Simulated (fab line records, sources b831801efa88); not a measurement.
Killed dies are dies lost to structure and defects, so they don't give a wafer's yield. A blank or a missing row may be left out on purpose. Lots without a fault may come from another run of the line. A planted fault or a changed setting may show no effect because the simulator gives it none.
fab line records | flow sky130
record lots=5 wafers=15 last_day=50
route steps=708 shown LI_CONTACT@375 LOCAL_INTERCONNECT@387 PAD_OPEN@708
lots that met no fault: from a run of the same line without faults
start_h: hours from the record's first day to the start of the lot's first wafer shown | wait_h: hours since the lot's step before | " the same as in the row above | L1.1+2: a row that stands for several wafers | - no value, or no start given | * or withheld: withheld | < > ~ a bound
route shown NAME@n: a module of which the file shows steps, and the number in the route of the first | usual: mean/standard deviation of fault-free wafers | same: alike in all rows | chamber/n: place in a boat | sites: the reading at each site | _std_site: their standard deviation | _edge_site: outer sites' mean less inner sites' | radius_mm: how far each site lies from the wafer's centre | mask NAME#n: copy n | behind: the tool/chamber that last shaped the wafer | hold: why the lot was held/for how many hours/how that ended | device: the transistor (n, p or np) that didn't switch | end of line: the same wafers' tests at the end of the route | a step without rows: its recipe alone | killed: dies lost to structure and defects at the first sort, not the wafer's yield | map: a wafer's dies, x killed, . not, _ none there
set.NAME: the setting as run; set.NAME@STEP: as run at that earlier step | model.NAME: the simulator's own value behind a step, which no gauge read
lots at some steps of the route; a table a step, a row a wafer
services: from which hour (start_h, from the record's first day; less than 0 if before it) a tool's chamber was out of use, for how many hours, and why
## steps
# step SKY_LI_CONTACT_OVL_MEAS_13
# usual LI_CONTACT_OVL=0/7
# columns lot.wafer tool chamber start_h wait_h LI_CONTACT_OVL[nm]
L225.3 overlay-01 - 716.72 0.1 11
L225.4 " - " " -6
L225.5 " - " " 2
L229.2 overlay-02 - 739.79 0.1 -2
L229.3 " - " " 1
L229.5 " - " " 6
L233.4 overlay-02 - 769.09 0.1 -8
L233.5 " - " " -13
L233.6 " - " " -16
L243.1 overlay-02 - 847.06 0.1 3
L243.3 " - " " -5
L243.6 " - " " -1
L245.2 overlay-02 - 854.33 0.1 2
L245.4 " - " " 3
L245.6 " - " " 0
# step SKY_LI_CONTACT_ETCH_14
# recipe chemistry=N2/H2 target=BARC ion_energy_ev=200 source_w=500 bias_w=100 pressure_mtorr=30 n2_flow_sccm=100 h2_flow_sccm=200 stop_on=SiO2 time_s=45.9 target_depth_a=600
# step SKY_LI_CONTACT_ETCH_15
# recipe target=PSG chemistry=C4F8/O2/Ar stop_on=Si taper_deg=4.15 mask_material=KrF-thick source_w=1500 bias_w=1200 pressure_mtorr=40 c4f8_flow_sccm=withheld O2_flow_sccm=6 Ar_flow_sccm=300 time_s=withheld target_depth_a=6000
# step SKY_LI_CONTACT_STRIP_16
# recipe chemistry=O2/N2 power_w=1400 pressure_mtorr=1500 platen_temp_c=withheld o2_flow_sccm=3000 n2_flow_sccm=300 overash_fraction=0.5
# usual chamber_pressure_mTorr=1499.8/1.4 drypump_motor_current_A=5.7/0.45 o2_flow_sccm=2998/9.1 oes_product_au=0.375/0.0048 strip_time_to_endpoint_s=3.47/0.045
# columns lot.wafer tool chamber start_h wait_h chamber_pressure_mTorr drypump_motor_current_A o2_flow_sccm oes_product_au rf_hours_counter_h strip_time_to_endpoint_s
L225.3 plasma_asher-04 0 716.90 - 1499.8 5.8 2992 0.381 - 3.53
L225.4 " 1 " " 1498.2 6.0 2993 0.381 - 3.45
L225.5 " 0 " " 1499.8 5.8 3002 0.367 - 3.47
L229.2 plasma_asher-04 1 739.95 - 1501.6 6.0 3013 0.379 92 3.39
L229.3 " 0 " " 1500.1 5.8 2984 0.380 - 3.46
L229.5 " 1 " " 1497.9 5.9 3008 0.378 - 3.48
L233.4 plasma_asher-01 1 769.27 - 1500.1 5.6 3003 0.386 - 3.52
L233.5 " 1 " " 1499.0 5.6 2993 0.376 - 3.41
L233.6 " 0 " " 1499.2 6.4 2991 0.374 - 3.47
L243.1 plasma_asher-04 1 847.22 - 1499.9 5.9 3012 0.374 101 3.44
L243.3 " 1 " " 1499.5 6.0 3004 0.382 - 3.47
L243.6 " 0 " " 1501.3 5.8 2994 0.369 - 3.44
L245.2 plasma_asher-02 0 854.49 - 1501.2 4.9 3000 0.376 42 3.49
L245.4 " 0 " " 1501.7 5.0 3004 0.376 - 3.49
L245.6 " 0 " " 1499.7 4.9 2997 0.368 - 3.45
# step SKY_LI_CONTACT_CLEAN_17
# recipe chemistry=NMP time_s=600 temp_c=60 dry=n2_spin
# step SKY_LI_CONTACT_PRE_CLEAN_18
# recipe gas=Ar time_s=5.6 bias_v=358
# step SKY_LI_CONTACT_SPUTTER_19
# recipe material=Ti target_thk_nm=20 chamber_pressure_pa=5 power_w=2500 substrate_temp_c=200 time_s=106.37
# usual throttle_valve_pct=30.4/1.1
# columns lot.wafer tool chamber start_h wait_h throttle_valve_pct
L225.3 pvd_sputter-04 - 717.17 0.0 30.6
L225.4 " - " " 30.3
L225.5 " - " " 30.2
L229.2 pvd_sputter-02 - 740.28 0.0 29.3
L229.3 " - " " 32.0
L229.5 " - " " 29.1
L233.4 pvd_sputter-03 - 769.53 0.0 30.4
L233.5 " - " " 30.4
L233.6 " - " " 30.1
L243.1 pvd_sputter-02 - 847.52 0.0 32.0
L243.3 " - " " 31.7
L243.6 " - " " 31.3
L245.2 pvd_sputter-02 - 854.78 0.0 32.0
L245.4 " - " " 29.1
L245.6 " - " " 31.6
# step SKY_LI_CONTACT_SPUTTER_20
# recipe material=TiN target_thk_nm=20 chamber_pressure_pa=5 power_w=4000 time_s=80
# usual throttle_valve_pct=30.4/1.1
# columns lot.wafer tool chamber start_h wait_h throttle_valve_pct
L225.3 pvd_sputter-04 - 717.25 0.0 30.6
L225.4 " - " " 30.5
L225.5 " - " " 30.3
L229.2 pvd_sputter-02 - 740.35 0.0 29.3
L229.3 " - " " 32.1
L229.5 " - " " 29.2
L233.4 pvd_sputter-03 - 769.61 0.0 30.5
L233.5 " - " " 30.3
L233.6 " - " " 30.2
L243.1 pvd_sputter-02 - 847.59 0.0 32.0
L243.3 " - " " 31.6
L243.6 " - " " 31.3
L245.2 pvd_sputter-02 - 854.86 0.0 31.8
L245.4 " - " " 28.9
L245.6 " - " " 31.6
# step SKY_LI_CONTACT_CVD_21
# recipe material=W target_thk_nm=400 time_s=120.56 temp_c=400 pressure_torr=40
# step SKY_LI_CONTACT_RS_MEAS_22
# recipe thk_meas_gauge=four-point-probe reads=W_of_LI_CONTACT_CVD_21+TiN_of_LI_CONTACT_SPUTTER_20+Ti_of_LI_CONTACT_SPUTTER_19
# usual LI_CONTACT_W_RS=0.286/0.0044
# columns lot.wafer tool chamber start_h wait_h LI_CONTACT_W_RS[ohm/sq]
L225.3 film_metro-03 - 717.48 0.1 0.290
L225.4 " - " " 0.289
L225.5 " - " " 0.284
L229.2 film_metro-03 - 740.56 0.1 0.286
L229.3 " - " " 0.287
L229.5 " - " " 0.284
L233.4 film_metro-03 - 769.98 0.1 0.292
L233.5 " - " " 0.290
L233.6 " - " " 0.291
L243.1 film_metro-01 - 847.78 0.1 0.285
L243.3 " - " " 0.287
L243.6 " - " " 0.286
L245.2 film_metro-03 - 855.06 0.1 0.290
L245.4 " - " " 0.285
L245.6 " - " " 0.291
# step SKY_LI_CONTACT_THK_MEAS_23
# recipe thk_meas_gauge=xrf reads=W_of_LI_CONTACT_CVD_21
# usual LI_CONTACT_W_THK=382/8.3
# columns lot.wafer tool chamber start_h wait_h LI_CONTACT_W_THK[nm]
L225.3 film_metro-03 - 717.58 0.1 374
L225.4 " - " " 372
L225.5 " - " " 379
L229.2 film_metro-03 - 740.67 0.1 374
L229.3 " - " " 374
L229.5 " - " " 375
L233.4 film_metro-03 - 770.07 0.1 369
L233.5 " - " " 370
L233.6 " - " " 369
L243.1 film_metro-01 - 847.90 0.1 390
L243.3 " - " " 387
L243.6 " - " " 386
L245.2 film_metro-03 - 855.17 0.1 369
L245.4 " - " " 373
L245.6 " - " " 367
# step SKY_LI_CONTACT_CMP_24
# recipe stop_on=PSG t_overpolish_s=20 down_force_psi=3.5 platen_rpm=60 target_thk_nm=0 pad_velocity_m_s=0.94248
# usual motor_current_A=10.4/0.55 overpolish_run_s=20.001/0.01 time_to_endpoint_s=98/6.2
# columns lot.wafer tool chamber start_h wait_h motor_current_A overpolish_run_s time_to_endpoint_s
L225.4 cmp-02 3 717.62 0.0 10.5 19.995 107
L225.3 " 1 " " 11.0 19.990 96
L225.5 " 3 " " 10.4 20.009 111
L229.3 cmp-02 2 740.77 0.1 10.7 19.997 87
L229.2 " 3 " " 10.6 20.012 107
L229.5 " 1 " " 10.5 19.991 98
L233.4 cmp-02 0 770.25 0.2 10.5 20.021 99
L233.5 " 1 " " 11.0 19.995 98
L233.6 " 2 " " 10.8 19.994 89
L243.3 cmp-01 1 847.96 0.0 11.1 20.005 96
L243.1 " 0 " " 10.2 20.000 95
L243.6 " 1 " " 10.9 20.011 98
L245.2 cmp-01 1 855.27 0.1 11.5 19.983 96
L245.4 " 3 " " 9.3 20.001 98
L245.6 " 0 " " 9.5 19.992 93
# step SKY_LOCAL_INTERCONNECT_SPUTTER_00
# recipe material=TiN target_thk_nm=100 temp_c=300 power_w=6500 time_s=83.3 chamber_pressure_pa=0.4
# usual throttle_valve_pct=30.5/0.99
# columns lot.wafer tool chamber start_h wait_h throttle_valve_pct model.TiN_of_LOCAL_INTERCONNECT_SPUTTER_00.thk_nm
L225.3 pvd_sputter-03 - 717.92 0.1 31.0 100.3
L225.4 " - " " 28.7 98.81
L225.5 " - " " 30.6 98.38
L229.2 pvd_sputter-01 - 741.02 0.1 29.4 102.4
L229.3 " - " " 30.1 99.82
L229.5 " - " " 30.4 100.2
L233.4 pvd_sputter-01 - 770.40 0.1 29.4 102
L233.5 " - " " 29.4 101.9
L233.6 " - " " 31.0 79.73
L243.1 pvd_sputter-03 - 848.26 0.1 30.3 97.25
L243.3 " - " " 28.5 98.71
L243.6 " - " " 28.6 98.71
L245.2 pvd_sputter-03 - 855.52 0.2 30.2 96.9
L245.4 " - " " 30.7 100.7
L245.6 " - " " 30.4 97.38
# step SKY_LOCAL_INTERCONNECT_RS_MEAS_01
# recipe thk_meas_gauge=four-point-probe reads=TiN_of_LOCAL_INTERCONNECT_SPUTTER_00
# usual LOCAL_INTERCONNECT_TIN_RS=14.18/0.23
# columns lot.wafer tool chamber start_h wait_h LOCAL_INTERCONNECT_TIN_RS[ohm/sq]
L225.3 film_metro-01 - 718.02 0.1 14.12
L225.4 " - " " 14.29
L225.5 " - " " 14.45
L229.2 film_metro-01 - 741.11 0.1 13.80
L229.3 " - " " 14.18
L229.5 " - " " 14.13
L233.4 film_metro-02 - 770.53 0.1 13.86
L233.5 " - " " 13.89
L233.6 " - " " 17.98
L243.1 film_metro-02 - 848.32 0.0 14.60
L243.3 " - " " 14.36
L243.6 " - " " 14.39
L245.2 film_metro-04 - 855.61 0.1 14.63
L245.4 " - " " 14.07
L245.6 " - " " 14.58
# step SKY_LOCAL_INTERCONNECT_THK_MEAS_02
# recipe thk_meas_gauge=xrf reads=TiN_of_LOCAL_INTERCONNECT_SPUTTER_00
# usual LOCAL_INTERCONNECT_TIN_THK=99.8/1.6
# columns lot.wafer tool chamber start_h wait_h LOCAL_INTERCONNECT_TIN_THK[nm]
L225.3 film_metro-01 - 718.12 0.1 100.6
L225.4 " - " " 99.1
L225.5 " - " " 98.5
L229.2 film_metro-01 - 741.22 0.1 102.3
L229.3 " - " " 99.3
L229.5 " - " " 99.7
L233.4 film_metro-02 - 770.62 0.1 101.8
L233.5 " - " " 101.5
L233.6 " - " " 79.6
L243.1 film_metro-02 - 848.44 0.1 97.7
L243.3 " - " " 99.0
L243.6 " - " " 99.0
L245.2 film_metro-04 - 855.72 0.1 96.8
L245.4 " - " " 100.4
L245.6 " - " " 97.2
# step SKY_LOCAL_INTERCONNECT_DEHYDRATE_03
# recipe temp_c=200 time_s=60
# step SKY_LOCAL_INTERCONNECT_HMDS_04
# recipe prime_time_s=60 prime_temp_c=120
# step SKY_LOCAL_INTERCONNECT_COAT_05
# recipe resist=BARC temp_c=withheld time_s=withheld spin_rpm=3000 resist_thk_nm=60
# step SKY_LOCAL_INTERCONNECT_COAT_06
# recipe resist=KrF-thick spin_rpm=3000 resist_thk_nm=450
# step SKY_LOCAL_INTERCONNECT_SOFTBAKE_07
# recipe temp_c=100 time_s=90 resist=KrF-thick
# step SKY_LOCAL_INTERCONNECT_EXPOSE_08
# recipe mask_id=LI1M na=0.8 source_shape=annular sigma_inner=0.55 sigma_outer=0.85 target_cd_nm=170 dose_mj=28
# step SKY_LOCAL_INTERCONNECT_PEB_09
# recipe peb_temp_c=withheld peb_time_s=withheld resist=KrF-thick
# step SKY_LOCAL_INTERCONNECT_DEVELOP_10
# recipe develop_time_s=60 resist=KrF-thick dev_temp_c=21
# step SKY_LOCAL_INTERCONNECT_CD_MEAS_11
# recipe target_cd_nm=170
# usual cd_nm=169.8/1.6
# columns lot.wafer tool chamber start_h wait_h cd_nm
L225.3 cd_sem-01 - 745.94 - 171.1
L225.4 " - " " 171.6
L225.5 " - " " 172.0
L229.2 cd_sem-02 - 768.86 - 168.6
L229.3 " - " " 167.7
L229.5 " - " " 169.0
L233.4 cd_sem-02 - 797.21 - 168.8
L233.5 " - " " 168.6
L233.6 " - " " 169.1
L243.1 cd_sem-02 - 875.55 - 170.2
L243.3 " - " " 168.6
L243.6 " - " " 167.4
L245.2 cd_sem-01 - 882.26 - 170.3
L245.4 " - " " 171.2
L245.6 " - " " 171.4
# step SKY_LOCAL_INTERCONNECT_OVL_MEAS_12
# usual LOCAL_INTERCONNECT_OVL=1/4.6
# columns lot.wafer tool chamber start_h wait_h LOCAL_INTERCONNECT_OVL[nm]
L225.3 overlay-02 - 746.04 0.1 9
L225.4 " - " " 2
L225.5 " - " " 6
L229.2 overlay-01 - 768.96 0.1 5
L229.3 " - " " 0
L229.5 " - " " 7
L233.4 overlay-01 - 797.29 0.1 -2
L233.5 " - " " -7
L233.6 " - " " -5
L243.1 overlay-01 - 875.67 0.1 5
L243.3 " - " " 2
L243.6 " - " " 3
L245.2 overlay-02 - 882.36 0.1 7
L245.4 " - " " 4
L245.6 " - " " 0
# step SKY_LOCAL_INTERCONNECT_ETCH_13
# recipe chemistry=N2/H2 target=BARC ion_energy_ev=200 bias_w=100 pressure_mtorr=30 n2_flow_sccm=100 h2_flow_sccm=200 icp_w=500 stop_on=SiO2 time_s=45.9 target_depth_a=600
# step SKY_LOCAL_INTERCONNECT_METAL_ETCH_14
# recipe target_depth_nm=110 stop_on=PSG chemistry=Cl2/BCl3 target=TiN resist_sidewall_deg=88 pressure_mtorr=10 icp_w=900 bias_w=48.5 Cl2_flow_sccm=60 bcl3_flow_sccm=30 time_s=31.4
# usual chamber_pressure_mTorr=10.001/0.013 drypump_motor_current_A=5.7/0.5 mfc_cl2_sccm=59.99/0.17 oes_product_au=0.941/0.01 throttle_valve_pct=21.902/0.011
# columns lot.wafer tool chamber start_h wait_h chamber_pressure_mTorr drypump_motor_current_A mfc_cl2_sccm oes_product_au rf_hours_counter_h throttle_valve_pct
L225.3 rie_metal-02 1 746.14 0.0 9.991 5.8 59.76 0.951 - 21.890
L225.4 " 0 " " 9.999 6.2 59.92 0.942 - 21.903
L225.5 " 0 " " 10.002 6.2 59.91 0.933 - 21.901
L229.2 rie_metal-02 1 769.06 0.0 9.995 5.8 59.84 0.955 9 21.880
L229.3 " 1 " " 10.010 5.8 59.93 0.944 - 21.904
L229.5 " 1 " " 10.014 5.9 60.19 0.939 - 21.911
L233.4 rie_metal-04 0 797.39 0.0 10.014 4.8 60.16 0.946 - 21.881
L233.5 " 1 " " 9.989 5.8 60.10 0.955 - 21.913
L233.6 " 0 " " 10.003 4.8 59.83 0.823 - 21.978
L243.1 rie_metal-04 1 875.77 0.0 9.997 5.8 60.31 0.927 15 21.889
L243.3 " 0 " " 9.983 4.8 60.01 0.931 - 21.910
L243.6 " 1 " " 10.001 5.8 60.06 0.926 - 21.910
L245.2 rie_metal-02 1 882.46 0.0 10.005 5.9 59.98 0.923 14 21.912
L245.4 " 0 " " 10.006 6.2 59.63 0.946 - 21.915
L245.6 " 0 " " 10.016 6.2 59.72 0.922 - 21.896
# step SKY_LOCAL_INTERCONNECT_STRIP_15
# recipe chemistry=O2/N2 power_w=1400 pressure_mtorr=1500 platen_temp_c=withheld o2_flow_sccm=3000 n2_flow_sccm=300 overash_fraction=0.5
# usual chamber_pressure_mTorr=1500.1/1.4 drypump_motor_current_A=5.5/0.47 o2_flow_sccm=3001/9.1 oes_product_au=0.426/0.0045 strip_time_to_endpoint_s=4.714/0.02
# columns lot.wafer tool chamber start_h wait_h chamber_pressure_mTorr drypump_motor_current_A o2_flow_sccm oes_product_au rf_hours_counter_h strip_time_to_endpoint_s
L225.3 plasma_asher-04 1 746.21 0.1 1501.2 6.0 3000 0.424 - 4.721
L225.4 " 0 " " 1502.0 5.8 3013 0.425 - 4.743
L225.5 " 1 " " 1499.5 6.0 3008 0.418 - 4.740
L229.2 plasma_asher-02 0 769.11 0.0 1500.6 4.9 2999 0.427 33 4.715
L229.3 " 0 " " 1499.4 4.9 2996 0.427 - 4.723
L229.5 " 0 " " 1501.8 4.9 3007 0.424 - 4.711
L233.4 plasma_asher-02 1 797.46 0.1 1499.8 5.4 2993 0.428 - 4.677
L233.5 " 1 " " 1500.8 5.4 2990 0.419 - 4.703
L233.6 " 0 " " 1499.9 4.9 2993 0.423 - 4.714
L243.1 plasma_asher-04 0 875.82 0.0 1497.5 5.7 2998 0.426 104 4.692
L243.3 " 1 " " 1500.6 6.0 3004 0.429 - 4.698
L243.6 " 0 " " 1499.8 5.7 3009 0.420 - 4.708
L245.2 plasma_asher-02 0 882.51 0.0 1499.8 4.9 2982 0.425 45 4.720
L245.4 " 0 " " 1499.9 4.9 2988 0.434 - 4.717
L245.6 " 0 " " 1500.2 4.9 2999 0.421 - 4.742
# step SKY_LOCAL_INTERCONNECT_STRIP_16
# recipe chemistry=post_etch_residue_remover time_s=1200 temp_c=72.5
# columns lot.wafer tool chamber start_h wait_h model.TiN_of_LOCAL_INTERCONNECT_SPUTTER_00.thk_nm
L225.3 wet_bench-02 3 746.27 0.0 99.86
L225.4 " 3 " " 98.39
L225.5 " 3 " " 97.96
L229.2 wet_bench-02 0 769.21 0.1 102
L229.3 " 0 " " 99.4
L229.5 " 0 " " 99.79
L233.4 wet_bench-03 3 797.52 0.0 101.6
L233.5 " 3 " " 101.5
L233.6 " 3 " " 79.31
L243.1 wet_bench-02 1 875.92 0.1 96.82
L243.3+6 " 1 " " 98.29
L245.2 wet_bench-01 2 882.61 0.1 96.49
L245.4 " 2 " " 100.3
L245.6 " 2 " " 96.97
# step SKY_LOCAL_INTERCONNECT_CLEAN_17
# recipe chemistry=IPA time_s=180 temp_c=25
# step SKY_PAD_OPEN_PROBE_99
# usual killed_at_M0_to_M3=43/7 killed_at_M4_up=3.1/1.9 killed_at_contacts=25/6.1 killed_at_front_end=15/4.5 killed_at_other=0.3/0.55 killed_dies=87/8.9 killed_open=47/6.4 killed_short=40/6.6
# same gross_dies=492 killed_at_back_side=0
# columns lot.wafer tool chamber start_h wait_h killed_at_M0_to_M3 killed_at_M4_up killed_at_contacts killed_at_front_end killed_at_other killed_dies killed_open killed_short model.etest.res_li.line_ohm_um model.etest.res_li.rs_ohm_sq model.etest.mcon_chain.rc_ohm
L225.3 prober-02 - 1106.37 0.2 47 7 28 7 0 89 47 41 75.34 12.79 16.14
L225.4 prober-02 - 1106.42 0.2 43 5 30 16 0 94 54 40 75.15 12.96 15.85
L225.5 prober-02 - 1106.47 0.2 49 0 26 9 0 84 45 38 75.84 12.98 16.06
L229.2 prober-01 - 1133.63 0.1 42 5 17 13 0 77 49 28 74.14 12.5 16.73
L229.3 prober-01 - 1133.68 0.2 48 3 17 16 0 84 40 44 76.2 12.88 16.41
L229.5 prober-01 - 1133.78 0.2 43 6 24 11 0 84 41 43 75.63 12.81 17.53
L233.4 prober-01 - 1146.17 0.2 41 4 24 23 1 93 45 46 73.47 12.53 16.38
L233.5 prober-01 - 1146.22 0.2 48 2 14 18 2 84 40 40 73.78 12.64 16.43
L233.6 prober-01 - 1146.27 0.2 43 2 31 12 1 89 49 38 94.09 16.09 18.52
L243.1 prober-02 - 1201.93 0.1 30 1 25 29 0 85 45 40 77.11 13.17 16.56
L243.3 prober-02 - 1202.03 0.2 23 4 25 13 0 65 32 33 76.41 12.94 16.99
L243.6 prober-02 - 1202.18 0.2 30 4 39 27 1 101 48 53 77.24 12.97 16
L245.2 prober-01 - 1204.32 0.1 48 3 29 12 1 93 43 50 77.28 13.19 16.52
L245.4 prober-01 - 1204.42 0.2 42 1 25 23 0 91 49 42 73.77 12.72 16.68
L245.6 prober-01 - 1204.52 0.2 45 2 28 18 0 93 55 38 76.39 13.17 17.36
# killed by level:class
L225.3 METAL2:geometric_particle:short=11 LI_CONTACT:geometric_particle:open=8 CONTACT:geometric_particle:open=8 VIA1:geometric_particle:open=8 CONTACT:geometric_particle:short=7 VIA3:geometric_particle:open=7 VIA1:geometric_particle:short=4 VIA2:geometric_particle:open=4
L225.4 VIA1:geometric_particle:open=12 CONTACT:geometric_particle:open=10 VIA2:geometric_particle:open=9 LI_CONTACT:geometric_particle:open=7 CONTACT:geometric_particle:short=6 METAL2:geometric_particle:short=6 FIELD_ISO:geometric_particle:short=4 FIELD_ISO:geometric_particle:open=4
L225.5 LI_CONTACT:geometric_particle:open=10 VIA1:geometric_particle:open=10 VIA3:geometric_particle:open=9 CONTACT:geometric_particle:open=8 METAL2:geometric_particle:short=7 CONTACT:geometric_particle:short=6 VIA1:geometric_particle:short=6 VIA2:geometric_particle:open=5
L229.2 VIA1:geometric_particle:open=9 VIA3:geometric_particle:open=9 CONTACT:geometric_particle:open=7 POLY_GATE:geometric_particle:open=6 VIA2:geometric_particle:open=6 METAL1:geometric_particle:short=4 VIA1:geometric_particle:short=4 LI_CONTACT:geometric_particle:open=3
L229.3 VIA1:geometric_particle:open=12 VIA2:geometric_particle:open=7 CONTACT:geometric_particle:short=7 METAL1:geometric_particle:short=6 VIA3:geometric_particle:open=6 METAL2:geometric_particle:short=5 FIELD_ISO:geometric_particle:open=4 FIELD_ISO:geometric_particle:short=4
L229.5 CONTACT:geometric_particle:open=10 VIA1:geometric_particle:short=10 LI_CONTACT:geometric_particle:open=7 VIA1:geometric_particle:open=7 VIA2:geometric_particle:open=7 CONTACT:geometric_particle:short=6 VIA2:geometric_particle:short=5 METAL4:geometric_particle:short=5
L233.4 FIELD_ISO:geometric_particle:short=8 CONTACT:geometric_particle:open=7 VIA3:geometric_particle:open=7 LI_CONTACT:geometric_particle:open=5 METAL1:geometric_particle:short=5 METAL2:geometric_particle:short=5 FIELD_ISO:geometric_particle:open=4 LI_CONTACT:geometric_particle:short=4
L233.5 VIA2:geometric_particle:open=13 METAL2:geometric_particle:short=9 VIA1:geometric_particle:open=7 POLY_GATE:geometric_particle:open=6 VIA3:geometric_particle:open=4 POLY_GATE:geometric_particle:short=4 CONTACT:geometric_particle:short=4 METAL1:geometric_particle:short=4
L233.6 CONTACT:geometric_particle:open=15 VIA1:geometric_particle:open=11 METAL2:geometric_particle:short=6 VIA2:geometric_particle:open=5 VIA1:geometric_particle:short=5 FIELD_ISO:geometric_particle:short=4 LI_CONTACT:geometric_particle:open=4 LOCAL_INTERCONNECT:geometric_particle:short=4
L243.1 FIELD_ISO:geometric_particle:short=9 LI_CONTACT:geometric_particle:open=8 POLY_GATE:geometric_particle:short=7 VIA3:geometric_particle:open=7 VIA1:geometric_particle:open=6 FIELD_ISO:geometric_particle:open=5 CONTACT:geometric_particle:open=5 POLY_GATE:geometric_particle:open=4
L243.3 CONTACT:geometric_particle:open=10 CONTACT:geometric_particle:short=6 VIA1:geometric_particle:open=4 LOCAL_INTERCONNECT:geometric_particle:short=4 METAL2:geometric_particle:short=4 FIELD_ISO:geometric_particle:open=3 POLY_GATE:geometric_particle:short=3 LI_CONTACT:geometric_particle:short=3
L243.6 CONTACT:geometric_particle:open=14 LOCAL_INTERCONNECT:geometric_particle:short=11 POLY_GATE:geometric_particle:open=9 FIELD_ISO:geometric_particle:short=6 POLY_GATE:geometric_particle:short=6 LI_CONTACT:geometric_particle:open=6 VIA3:geometric_particle:short=5 CONTACT:geometric_particle:short=5
L245.2 VIA1:geometric_particle:open=11 VIA1:geometric_particle:short=10 CONTACT:geometric_particle:open=9 LI_CONTACT:geometric_particle:open=7 LI_CONTACT:geometric_particle:short=6 CONTACT:geometric_particle:short=6 METAL2:geometric_particle:short=6 FIELD_ISO:geometric_particle:short=5
L245.4 VIA1:geometric_particle:open=10 FIELD_ISO:geometric_particle:open=8 LI_CONTACT:geometric_particle:open=7 METAL1:geometric_particle:short=7 POLY_GATE:geometric_particle:open=6 CONTACT:geometric_particle:open=6 LOCAL_INTERCONNECT:geometric_particle:short=6 POLY_GATE:geometric_particle:short=4
L245.6 CONTACT:geometric_particle:open=16 VIA1:geometric_particle:open=9 VIA2:geometric_particle:open=8 VIA3:geometric_particle:open=7 POLY_GATE:geometric_particle:short=6 FIELD_ISO:geometric_particle:short=5 METAL1:geometric_particle:short=5 LI_CONTACT:geometric_particle:open=5
## services
# columns tool chamber start_h hours kind
rie_metal-02 1 693.76 24.0 repair
pvd_sputter-01 - 702.99 6.2 repair
cmp-01 - 706.00 4.2 repair
cmp-01 - 712.92 1.7 repair
pvd_sputter-03 - 736.96 16.1 repair
cmp-01 - 737.69 4.6 pm
pvd_sputter-01 - 738.66 0.6 repair
pvd_sputter-04 - 739.58 1.5 repair
rie_metal-02 - 742.88 1.7 repair
cmp-02 - 744.00 4.0 pm
pvd_sputter-02 - 744.63 0.5 repair
cmp-01 - 752.21 0.9 repair
cmp-01 - 757.85 0.9 repair
pvd_sputter-04 - 807.20 3.0 repair
rie_metal-02 - 810.71 0.8 repair
rie_metal-02 - 812.68 0.4 repair
plasma_asher-04 - 813.30 14.6 pm
pvd_sputter-04 - 824.55 9.4 repair
pvd_sputter-01 - 831.23 8.0 repair
cmp-01 - 837.86 6.0 pm
pvd_sputter-01 - 848.44 4.2 repair
pvd_sputter-01 - 852.78 1.3 repair
cmp-02 - 859.90 6.8 pm
cmp-01 - 872.10 10.1 pm
## key
first_sign step=SKY_LOCAL_INTERCONNECT_RS_MEAS_01 reading=LOCAL_INTERCONNECT_TIN_RS direction=up sigmas=17 usual=14.18 struck=17.98
effect step=SKY_LOCAL_INTERCONNECT_THK_MEAS_02 reading=LOCAL_INTERCONNECT_TIN_THK direction=down sigmas=13 usual=99.8 struck=79.6
effect step=SKY_LOCAL_INTERCONNECT_METAL_ETCH_14 reading=oes_product_au direction=down sigmas=11 usual=0.941 struck=0.823
model_effect step=SKY_LOCAL_INTERCONNECT_SPUTTER_00 value=TiN_of_LOCAL_INTERCONNECT_SPUTTER_00.thk_nm without=99.43 struck=79.73
model_effect step=SKY_LOCAL_INTERCONNECT_STRIP_16 value=TiN_of_LOCAL_INTERCONNECT_SPUTTER_00.thk_nm without=99.02 struck=79.31
model_effect step=SKY_PAD_OPEN_PROBE_99 value=etest.res_li.line_ohm_um without=75.45 struck=94.09
met_at SKY_LOCAL_INTERCONNECT_SPUTTER_00
struck_wafers L233.6
tester_left_out L233
fault kind=process_parameter_drift tool=pvd_sputter-01 chamber=- onset_h=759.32 steps=SKY_LOCAL_INTERCONNECT_SPUTTER_00 channel=time_s offset=* shape=step end_h=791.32 acts_in=* stated=* scope=struck_wafers_only
# tester_left_out: of these lots the tester's yield and bins aren't shown, on N5 and GAA mostly nor the transistor test; their killed dies are dies lost to structure and defects alone, not to doping, threshold or leakage, so they don't give the yield
